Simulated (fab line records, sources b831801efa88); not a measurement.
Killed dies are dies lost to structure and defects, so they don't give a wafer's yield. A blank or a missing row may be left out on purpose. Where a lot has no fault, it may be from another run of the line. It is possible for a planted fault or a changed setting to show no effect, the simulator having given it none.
The tool behind it: which one? -- flow sky130 -- 11 lots with 33 wafers sampled at 2 steps, on a route of 708 steps

== WHAT THE GAUGES SHOWED, per wafer ==
SKY_FIELD_ISO_THK_MEAS_25.
lot,measured,on,FIELD_ISO_CVD_24_THK (nm)
L507,day 2 13:29,film-metro-02,589 592 589
L509,day 3 02:27,film-metro-03,595 585 587
L510,day 3 07:44,film-metro-03,595 591 592
L511,day 3 10:25,film-metro-03,601 594 594
L515,day 4 10:48,film-metro-02,592 580 596
L517,day 4 19:14,film-metro-01,594 601 591
L519,day 5 06:38,film-metro-03,597 589 590
L520,day 5 09:58,film-metro-01,594 592 599
L522,day 5 21:08,film-metro-02,596 594 595
L524,day 6 08:25,film-metro-02,602 584 588
L528,day 7 06:35,film-metro-03,817 593 593

== WHAT TOOL EACH LOT RAN ON (gives the tool, then ch and the chambers of the sampled wafers, and finally the start) ==
lot,SKY_FIELD_ISO_CVD_24
L507,"hdpcvd-02 ch 0,1,2, day 2 13:25"
L509,"hdpcvd-01 ch 0,1,2, day 3 02:22"
L510,"hdpcvd-01 ch 0,2, day 3 07:38"
L511,"hdpcvd-01 ch 0,1, day 3 10:20"
L515,"hdpcvd-02 ch 0,2, day 4 10:43"
L517,"hdpcvd-01 ch 0,2, day 4 19:10"
L519,"hdpcvd-01 ch 0,1,2, day 5 06:34"
L520,"hdpcvd-01 ch 0,1, day 5 09:52"
L522,"hdpcvd-02 ch 0,1, day 5 21:02"
L524,"hdpcvd-02 ch 1,2, day 6 08:20"
L528,"hdpcvd-02 ch 0,1,2, day 7 06:31"
- SKY_FIELD_ISO_CVD_24: deposits SiO2, target thk 595 nm, time 99.2 s.

== AS READ BY THE TOOLS THEMSELVES (means over the sampled wafers that have a number; for cases with no such wafer, the mark the record gives instead) ==
The record holds no such reading with a usual standard deviation.

== THE ANSWER, worked out from the rows above alone ==
Rule: the usual values come from the lots themselves. The widest of any qualifying gaps counts: lots, ordered by their means at a reading, are off when they make up no more than a third of the lots, leave a main group of 4 or more, and stand apart from it by 3 or more times the standard deviation of that group's means. Not used: any main group whose means are identical at the precision the tables above print for the reading. A lot without any number at a reading at which 4 lots or more have one is off too. Where the step has rows for the other lots, those lots are counted as sound. Order of review: gauges by route order, followed by the tools' own readings, for which a lot's mean as printed above is used. At the first step where some lot is off, the reading lying furthest off is the one used; lots without a number count as furthest.
Off: at SKY_FIELD_ISO_THK_MEAS_25 (FIELD_ISO_CVD_24_THK), L528. The main group has a mean of 593 nm with a standard deviation of 2.6.
A tool fits if, at a process step before that reading, it ran every lot that is off, and no sound lot after the first of them. The gauges at SKY_FIELD_ISO_THK_MEAS_25 are tried like those tools. This does not decide it: 2 tools fit, namely hdpcvd-02 at SKY_FIELD_ISO_CVD_24 and film-metro-03 at SKY_FIELD_ISO_THK_MEAS_25.

== WHAT WAS PUT IN BY THE SIMULATOR ==
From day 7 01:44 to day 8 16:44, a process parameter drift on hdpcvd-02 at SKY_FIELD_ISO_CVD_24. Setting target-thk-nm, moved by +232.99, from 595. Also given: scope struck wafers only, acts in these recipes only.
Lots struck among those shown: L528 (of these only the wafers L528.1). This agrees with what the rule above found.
